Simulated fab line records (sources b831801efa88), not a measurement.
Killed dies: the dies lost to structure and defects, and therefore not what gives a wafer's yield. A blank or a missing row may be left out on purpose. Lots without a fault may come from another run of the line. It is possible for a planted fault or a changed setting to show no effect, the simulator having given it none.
Struck lot and sound lot, side by side	flow sky130	18 steps out of a route of 708
Sound: wafers L871.1, L871.4, L871.5. Wafers L873.1, L873.2, L873.5 were the ones struck. The cause is given at the end.
Order at every step that has rows: each side's tool, ch and its chambers, its first start. Under that, the readings that differ: sound wafers	struck wafers	difference of the means	sigmas: that difference in standard deviations of wafers without a fault.
alike: same words and numbers on both sides, and readings whose means sit less than 2 such deviations apart. not compared: any withheld reading, any reading some wafer has no value for, any bound like >300 that may hide the same value, and any number with overlapping values for which the record gives no deviation.
A row with sigmas, a row that says differs or no value, or rows on one side alone: a step with any of these is where the two part. When numbers do not overlap yet have no deviation, they are printed without sigmas and do not part them. A reading missing from all wafers of one side parts the sides only when that side holds two or more wafers.

first, 3 steps without rows for these wafers: SKY_SONOS_ONO_WET_ETCH_18 (etches Si3N4 in H3PO4, target depth 15 nm, time 172 s); SKY_GATE_OXIDE_CLEAN_00 (cleans in SC1/SC2, time 150 s); SKY_GATE_OXIDE_OXIDATION_01 (stabilise 600 s, purge 300 s, target thk 10.268 nm).
SKY_GATE_OXIDE_THK_MEAS_02:
  struck on film_metro-01, day 14 17:57; sound on film_metro-03, day 13 13:19
  alike: GATE_OXIDE_OXIDATION_00_THK
then, 7 steps without rows for these wafers: SKY_GATE_OXIDE_DEHYDRATE_03 (time 60 s); SKY_GATE_OXIDE_HMDS_04 (prime time 60 s); SKY_GATE_OXIDE_COAT_05 (resist thk 1140 nm); SKY_GATE_OXIDE_SOFTBAKE_06 (time 60 s); SKY_GATE_OXIDE_EXPOSE_07 (exposes mask LVOM, target cd 600 nm); SKY_GATE_OXIDE_PEB_08; SKY_GATE_OXIDE_DEVELOP_09 (develop time 60 s).
SKY_GATE_OXIDE_OVL_MEAS_10:
  struck on overlay-02, day 15 20:52; sound on overlay-01, day 14 15:43
  alike: GATE_OXIDE_OVL
SKY_GATE_OXIDE_IMPLANT_11:
  sound on implanter-04 ch 0, day 14 15:45; struck on implanter-03 ch 0, day 15 21:13
then, 1 step without rows for these wafers: SKY_GATE_OXIDE_WET_ETCH_12 (etches SiO2 in dHF, target depth 16.8 nm, time 336 s).
SKY_GATE_OXIDE_STRIP_13: strips in O2/N2.
  sound on plasma_asher-03 ch 0,1, day 14 16:07; struck on plasma_asher-01 ch 0,1, day 15 21:29
  alike: chamber_pressure_mTorr, drypump_motor_current_A, o2_flow_sccm, oes_product_au, strip_time_to_endpoint_s
  not compared: rf_hours_counter_h
SKY_GATE_OXIDE_TW_MEAS_14:
  struck on film_metro-01, day 15 21:35; sound on film_metro-02, day 14 16:13
reading	sound	struck	difference	sigmas
GATE_OXIDE_TW	225.6 228.2 226.8	270.2 272.3 270.8	+44.2	+20
then, 1 step without rows for these wafers: SKY_GATE_OXIDE_CLEAN_15 (cleans in SC1/SC2, time 150 s).
-- record jumps: 31 days separate the struck wafers' starts on either side; left off in module GATE_OXIDE, taken up again in module PAD_OPEN, whose first shown step is the route's number 708 --
SKY_PAD_OPEN_PROBE_99:
  the record has rows for the struck wafers here (prober-02, day 47 02:58) and none for the sound ones

== WHERE THEY PART ==
At SKY_GATE_OXIDE_TW_MEAS_14 first; at SKY_PAD_OPEN_PROBE_99 last (within this record only).

WHY: what the simulator had put in
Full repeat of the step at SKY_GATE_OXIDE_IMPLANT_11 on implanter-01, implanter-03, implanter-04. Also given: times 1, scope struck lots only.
